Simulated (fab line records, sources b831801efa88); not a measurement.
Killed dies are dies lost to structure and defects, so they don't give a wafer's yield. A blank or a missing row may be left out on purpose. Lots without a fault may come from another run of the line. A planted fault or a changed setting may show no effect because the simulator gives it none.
fab line records | flow sfq_line
record lots=5 wafers=15 last_day=85
route steps=325 shown INCOMING@2 L0@3
lots that met no fault: from a run of the same line without faults
start_h: hours from the record's first day to the start of the lot's first wafer shown | wait_h: hours since the lot's step before | " the same as in the row above | L1.1+2: a row that stands for several wafers | - no value, or no start given | * or withheld: withheld | < > ~ a bound
route shown NAME@n: a module of which the file shows steps, and the number in the route of the first | usual: mean/standard deviation of fault-free wafers | same: alike in all rows | chamber/n: place in a boat | sites: the reading at each site | _std_site: their standard deviation | _edge_site: outer sites' mean less inner sites' | radius_mm: how far each site lies from the wafer's centre | mask NAME#n: copy n | behind: the tool/chamber that last shaped the wafer | hold: why the lot was held/for how many hours/how that ended | device: the transistor (n, p or np) that didn't switch | end of line: the same wafers' tests at the end of the route | a step without rows: its recipe alone | killed: dies lost to structure and defects at the first sort, not the wafer's yield | map: a wafer's dies, x killed, . not, _ none there
set.NAME: the setting as run; set.NAME@STEP: as run at that earlier step | model.NAME: the simulator's own value behind a step, which no gauge read
lots at some steps of the route; a table a step, a row a wafer
services: from which hour (start_h, from the record's first day; less than 0 if before it) a tool's chamber was out of use, for how many hours, and why
## steps
# step SFQ_TRILAYER_INCOMING_OXIDATION_002
# recipe temp_c=1000 ambient=H2O target_thk_a=5000 p_h2o_torr=720 ox_time_s=4939
# columns lot.wafer tool chamber start_h wait_h
L080.1+4+5 furnace-02 0 40.12 0.1
L084.1+2+6 furnace-02 0 60.12 0.1
L091.1+3+6 furnace-01 0 95.12 0.1
L092.1+2+3 furnace-02 0 100.12 0.1
L097.2+3+4 furnace-01 0 125.12 0.1
# step SFQ_TRILAYER_L0_DEP_SPUTTER_003
# recipe material=MoNx_KI base_pressure_pa=1.33e-06 target_thk_nm=40 power_w=800 time_s=100 chamber_pressure_pa=0.4
# usual throttle_valve_pct=30.2/1.4
# same time_s=100
# columns lot.wafer tool chamber start_h wait_h throttle_valve_pct
L080.1 pvd_sputter-06 - 42.49 0.0 27.8
L080.4 " - " " 28.9
L080.5 " - " " 31.0
L084.1 pvd_sputter-03 - 62.49 0.0 29.7
L084.2 " - " " 31.1
L084.6 " - " " 32.1
L091.1 pvd_sputter-04 - 97.49 0.0 31.7
L091.3 " - " " 28.3
L091.6 " - " " 31.7
L092.1 pvd_sputter-03 - 102.49 0.0 30.9
L092.2 " - " " 29.6
L092.3 " - " " 29.5
L097.2 pvd_sputter-03 - 127.49 0.0 29.9
L097.3 " - " " 32.1
L097.4 " - " " 29.7
# step SFQ_L0_RS_MEAS_901
# recipe thk_meas_gauge=four-point-probe reads=MoNx_KI_of_TRILAYER_L0_DEP_SPUTTER_003
# usual L0_MONX_KI_RS=43.6/0.51
# columns lot.wafer tool chamber start_h wait_h L0_MONX_KI_RS[ohm/sq]
L080.1 film_metro-04 - 42.56 0.0 43.4
L080.4 " - " " 43.6
L080.5 " - " " 44.2
L084.1 film_metro-01 - 62.56 0.0 42.9
L084.2 " - " " 43.6
L084.6 " - " " 43.6
L091.1 film_metro-01 - 97.56 0.0 43.2
L091.3 " - " " 43.3
L091.6 " - " " 43.2
L092.1 film_metro-04 - 102.56 0.0 43.6
L092.2 " - " " 44.1
L092.3 " - " " 43.1
L097.2 film_metro-04 - 127.58 0.1 43.6
L097.3 " - " " 43.8
L097.4 " - " " 43.3
# step SFQ_L0_THK_MEAS_902
# recipe thk_meas_gauge=xrf reads=MoNx_KI_of_TRILAYER_L0_DEP_SPUTTER_003
# usual L0_MONX_KI_THK=40.1/0.49
# columns lot.wafer tool chamber start_h wait_h L0_MONX_KI_THK[nm]
L080.1 film_metro-04 - 42.68 0.1 40.2
L080.4 " - " " 39.9
L080.5 " - " " 39.7
L084.1 film_metro-01 - 62.68 0.1 41.0
L084.2 " - " " 40.1
L084.6 " - " " 39.8
L091.1 film_metro-01 - 97.68 0.1 40.2
L091.3 " - " " 40.3
L091.6 " - " " 40.5
L092.1 film_metro-04 - 102.68 0.1 39.9
L092.2 " - " " 39.3
L092.3 " - " " 40.3
L097.2 film_metro-04 - 127.69 0.1 40.0
L097.3 " - " " 40.0
L097.4 " - " " 40.5
# step SFQ_TRILAYER_L0_LITHO_COAT_010
# recipe resist=BARC spin_rpm=3000 resist_thk_nm=62
# columns lot.wafer tool chamber start_h wait_h
L080.1+4+5 litho_track-03 0 42.74 0.1
L084.1+2+6 litho_track-01 0 62.74 0.1
L091.1+3+6 litho_track-04 0 98.10 0.4
L092.1+2+3 litho_track-01 0 102.74 0.1
L097.2+3+4 litho_track-03 0 127.79 0.1
# step SFQ_TRILAYER_L0_LITHO_COAT_005
# recipe resist=KrF spin_rpm=3000 resist_thk_nm=600
# columns lot.wafer tool chamber start_h wait_h
L080.1+4+5 litho_track-03 0 43.04 0.2
L084.1+2+6 litho_track-01 0 63.04 0.2
L091.1+3+6 litho_track-04 0 98.40 0.2
L092.1+2+3 litho_track-01 0 103.04 0.2
L097.2+3+4 litho_track-03 0 128.09 0.2
# step SFQ_TRILAYER_L0_LITHO_SOFTBAKE_009
# recipe temp_c=withheld time_s=withheld resist=KrF
# columns lot.wafer tool chamber start_h wait_h
L080.1+4+5 litho_track-03 0 43.34 0.2
L084.1+2+6 litho_track-01 0 63.34 0.2
L091.1+3+6 litho_track-04 0 98.70 0.2
L092.1+2+3 litho_track-01 0 103.34 0.2
L097.2+3+4 litho_track-03 0 128.37 0.2
# step SFQ_TRILAYER_L0_LITHO_EXPOSE_006
# recipe mask_id=L0 na=0.6 source_shape=conventional sigma_outer=0.65 target_cd_nm=2000 dose_mj=14.4
# columns lot.wafer tool chamber start_h wait_h mask
L080.1+4+5 krf_scanner-01 0 117.02 - L0#0
L084.1+2+6 krf_scanner-01 0 133.82 - L0#0
L091.1+3+6 krf_scanner-02 0 177.42 - L0#0
L092.1+2+3 krf_scanner-02 0 181.02 - L0#0
L097.2+3+4 krf_scanner-02 0 204.02 - L0#0
# step SFQ_TRILAYER_L0_LITHO_PEB_008
# recipe peb_temp_c=115 peb_time_s=60 resist=KrF
# columns lot.wafer tool chamber start_h wait_h
L080.1+4+5 litho_track-04 0 118.22 1.0
L084.1+2+6 litho_track-04 0 135.02 1.0
L091.1+3+6 litho_track-01 0 178.62 1.0
L092.1+2+3 litho_track-03 0 182.22 1.0
L097.2+3+4 litho_track-04 0 205.04 0.8
## services
# columns tool chamber start_h hours kind
pvd_sputter-06 2 16.61 - consumable_replace:kit
pvd_sputter-06 2 16.61 18.0 scheduled_down
pvd_sputter-06 2 16.61 18.0 vent_cycle
furnace-02 - 22.32 3.6 pm
krf_scanner-01 - 36.64 0.8 pm
krf_scanner-02 - 42.39 0.6 repair
krf_scanner-01 - 44.63 2.0 repair
furnace-01 - 47.49 3.7 pm
krf_scanner-02 - 51.97 0.8 pm
furnace-02 - 52.49 4.5 pm
furnace-01 - 68.51 2.8 pm
krf_scanner-01 - 89.87 0.8 pm
pvd_sputter-03 3 100.30 - consumable_replace:kit
pvd_sputter-03 3 100.30 18.0 scheduled_down
pvd_sputter-03 3 100.30 18.0 vent_cycle
pvd_sputter-06 - 118.15 2.2 repair
krf_scanner-02 - 149.37 0.4 repair
krf_scanner-02 - 158.32 1.0 pm
krf_scanner-01 - 168.62 1.3 pm
krf_scanner-02 - 172.52 1.3 pm
krf_scanner-01 - 177.12 1.0 pm
furnace-02 - 184.23 4.5 pm
krf_scanner-01 - 191.32 3.6 pm
pvd_sputter-04 - 192.60 4.1 repair
## key
fault none
